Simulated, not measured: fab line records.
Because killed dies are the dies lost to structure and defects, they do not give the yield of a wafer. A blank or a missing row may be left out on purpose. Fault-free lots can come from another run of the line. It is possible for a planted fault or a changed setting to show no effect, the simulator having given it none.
Which tool did it? | flow sky130 | Sampling: 11 lots, 33 wafers, 5 of 708 route steps

WHAT THE GAUGES SHOWED, per wafer
SKY_METAL5_RS_MEAS_05: a four-point-probe measurement.
lot  | measured     | on            | METAL5_ALCU_RS (ohm/sq)
L655 | day 42 13:51 | film metro-02 | 0.0273 0.0275 0.0274
L656 | day 42 19:22 | film metro-03 | 0.0272 0.0272 0.0273
L660 | day 44 07:22 | film metro-02 | 0.0275 0.0274 0.0274
L663 | day 45 06:30 | film metro-02 | 0.0273 0.0272 0.0271
L661 | day 45 06:59 | film metro-01 | 0.0277 0.0277 0.0277
L670 | day 46 23:46 | film metro-02 | 0.0269 0.0267 0.0270
L672 | day 47 08:16 | film metro-03 | 0.0273 0.0272 0.0274
L673 | day 47 17:23 | film metro-01 | 0.0265 0.0269 0.0270
L674 | day 47 22:35 | film metro-03 | 0.0271 0.0271 0.0271
L676 | day 48 11:19 | film metro-03 | 0.0273 0.0277 0.0274
L678 | day 48 12:44 | film metro-03 | 0.0267 0.0269 0.0268

EACH LOT AND THE TOOL THAT RAN IT (in order: tool; ch and the chambers of the sampled wafers; start)
lot  | SKY_METAL4_ETCH_17                 | SKY_VIA4_COAT_06                  | SKY_VIA4_STRIP_13                    | SKY_METAL5_SPUTTER_02
L655 | rie diel-01 ch 1,2, day 41 11:37   | litho track-04 ch 0, day 42 00:47 | plasma asher-04 ch 0,1, day 42 12:23 | pvd sputter-02, day 42 13:44
L656 | rie diel-02 ch 2,3, day 41 17:07   | litho track-04 ch 0, day 42 06:26 | plasma asher-04 ch 0,1, day 42 17:52 | pvd sputter-04, day 42 19:16
L660 | rie diel-01 ch 1,2,3, day 43 06:25 | litho track-04 ch 0, day 43 18:50 | plasma asher-02 ch 0,1, day 44 05:54 | pvd sputter-03, day 44 07:14
L663 | rie diel-02 ch 2,3, day 44 05:22   | litho track-01 ch 0, day 44 17:47 | plasma asher-02 ch 0,1, day 45 05:00 | pvd sputter-04, day 45 06:22
L661 | rie diel-02 ch 2,3, day 44 06:10   | litho track-03 ch 0, day 44 18:08 | plasma asher-03 ch 0,1, day 45 05:30 | pvd sputter-02, day 45 06:50
L670 | rie diel-03 ch 1,3, day 46 01:39   | litho track-04 ch 0, day 46 12:28 | plasma asher-03 ch 0,1, day 46 22:17 | pvd sputter-04, day 46 23:37
L672 | rie diel-02 ch 0,2,3, day 46 09:43 | litho track-04 ch 0, day 46 20:32 | plasma asher-04 ch 0,1, day 47 06:37 | pvd sputter-03, day 47 08:06
L673 | rie diel-03 ch 0,3, day 46 19:01   | litho track-03 ch 0, day 47 05:55 | plasma asher-04 ch 1, day 47 15:54   | pvd sputter-04, day 47 17:15
L674 | rie diel-02 ch 0,1, day 46 23:57   | litho track-03 ch 0, day 47 10:58 | plasma asher-02 ch 1, day 47 21:07   | pvd sputter-02, day 47 22:27
L676 | rie diel-03 ch 1,2,3, day 47 12:49 | litho track-03 ch 0, day 47 23:50 | plasma asher-03 ch 1, day 48 09:50   | pvd sputter-03, day 48 11:12
L678 | rie diel-01 ch 0,2,3, day 47 14:24 | litho track-03 ch 0, day 48 01:47 | plasma asher-04 ch 0,1, day 48 11:15 | pvd sputter-03, day 48 12:37
- SKY_METAL4_ETCH_17: etches SiO2 in C4F8/O2/Ar, stops on TiN, time 3.9 s, target depth 15 nm.
- SKY_VIA4_COAT_06: resist thk 1140 nm.
- SKY_VIA4_STRIP_13: strips in O2/N2.
- SKY_METAL5_SPUTTER_02: material AlCu, target thk 1150 nm, time 61.2 s.

WHAT THE TOOLS THEMSELVES READ (means of the sampled wafers that have a number; where no wafer has one, the mark that the record gives instead)
SKY_METAL4_ETCH_17.
lot  | tool        | chamber pressure mTorr (mTorr) | oes product au (a.u.)
L655 | rie diel-01 | 39.99                          | 0.752
L656 | rie diel-02 | 39.98                          | 0.757
L660 | rie diel-01 | 39.97                          | 0.756
L663 | rie diel-02 | 40.03                          | 0.749
L661 | rie diel-02 | 40.01                          | 0.762
L670 | rie diel-03 | 40.00                          | 0.754
L672 | rie diel-02 | 39.97                          | 0.756
L673 | rie diel-03 | 39.98                          | 0.751
L674 | rie diel-02 | 39.97                          | 0.755
L676 | rie diel-03 | 39.97                          | 0.760
L678 | rie diel-01 | 39.98                          | 0.758

SKY_VIA4_COAT_06.
lot  | tool           | spin speed rpm (rpm)
L655 | litho track-04 | 2999.9
L656 | litho track-04 | 2998.0
L660 | litho track-04 | 3002.2
L663 | litho track-01 | 2997.7
L661 | litho track-03 | 3000.8
L670 | litho track-04 | 2551.3
L672 | litho track-04 | 2550.5
L673 | litho track-03 | 2999.5
L674 | litho track-03 | 3000.6
L676 | litho track-03 | 2999.9
L678 | litho track-03 | 2999.5

SKY_VIA4_STRIP_13.
lot  | tool            | chamber pressure mTorr (mTorr) | drypump motor current A (A) | o2 flow sccm (sccm) | oes product au (a.u.) | strip time to endpoint s (s)
L655 | plasma asher-04 | 1500.0                         | 5.9                         | 3006                | 0.709                 | 12.81
L656 | plasma asher-04 | 1500.3                         | 5.9                         | 2996                | 0.708                 | 12.77
L660 | plasma asher-02 | 1501.6                         | 5.6                         | 2995                | 0.709                 | 12.82
L663 | plasma asher-02 | 1500.7                         | 5.4                         | 2997                | 0.713                 | 12.80
L661 | plasma asher-03 | 1500.0                         | 5.6                         | 2996                | 0.708                 | 12.81
L670 | plasma asher-03 | 1499.4                         | 5.6                         | 2999                | 0.708                 | 13.88
L672 | plasma asher-04 | 1498.5                         | 6.0                         | 3002                | 0.709                 | 13.95
L673 | plasma asher-04 | 1500.7                         | 6.2                         | 2998                | 0.707                 | 12.87
L674 | plasma asher-02 | 1500.7                         | 5.1                         | 2993                | 0.712                 | 12.80
L676 | plasma asher-03 | 1500.2                         | 5.5                         | 2991                | 0.716                 | 12.89
L678 | plasma asher-04 | 1501.1                         | 6.1                         | 3001                | 0.711                 | 12.78

SKY_METAL5_SPUTTER_02.
lot  | tool           | throttle valve pct (%)
L655 | pvd sputter-02 | 29.1
L656 | pvd sputter-04 | 30.1
L660 | pvd sputter-03 | 29.6
L663 | pvd sputter-04 | 30.1
L661 | pvd sputter-02 | 29.2
L670 | pvd sputter-04 | 29.9
L672 | pvd sputter-03 | 30.4
L673 | pvd sputter-04 | 30.1
L674 | pvd sputter-02 | 29.9
L676 | pvd sputter-03 | 30.4
L678 | pvd sputter-03 | 30.3

THE ANSWER, worked out from the rows above alone
Rule: usual is defined by the lots themselves. Put in order of their means at a reading, lots are off if they are a third of the lots or fewer, leave a main group of 4 or more, and stand apart from it by a gap of 3 or more times the standard deviation of the main group's means; of several such gaps the widest counts. A main group is skipped when, at the precision printed for the reading in the tables above, its means are all equal. Also off: a lot with no number at a reading for which 4 or more lots have one. All remaining lots with rows at the step are treated as sound. First the gauges in route order, then the tools' own readings, where a lot's mean is used as printed above. The first step at which some lot is off is used, and at that step the reading that is off furthest; a lot without a number counts as furthest.
Off: L670, L672, at SKY_VIA4_COAT_06 (spin speed rpm). The main group has a mean of 2999.8 rpm with a standard deviation of 1.3.
If a tool, at that step or one of the process steps before it, ran each lot that is off and ran no sound lot following the first of them, it fits. One candidate fits, namely litho track-04 at SKY_VIA4_COAT_06. A fault onset in the window from L660 (day 43 18:50, its last sound lot) to L670 (day 46 12:28, its first lot off) fits.
The tool's own readings at SKY_VIA4_COAT_06 bear it out: on the lots that are off they differ by more than 5 times the standard deviation of the sound lots' means. spin speed rpm reads 2550.9 rpm there against 2999.8 rpm on the sound lots.

WHAT THE SIMULATOR HAD PUT IN
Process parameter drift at SKY_VIA4_COAT_06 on litho track-04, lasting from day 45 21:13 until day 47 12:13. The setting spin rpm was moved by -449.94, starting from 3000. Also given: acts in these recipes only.
Shown lots that were struck: L670, L672. The rule above found the same.
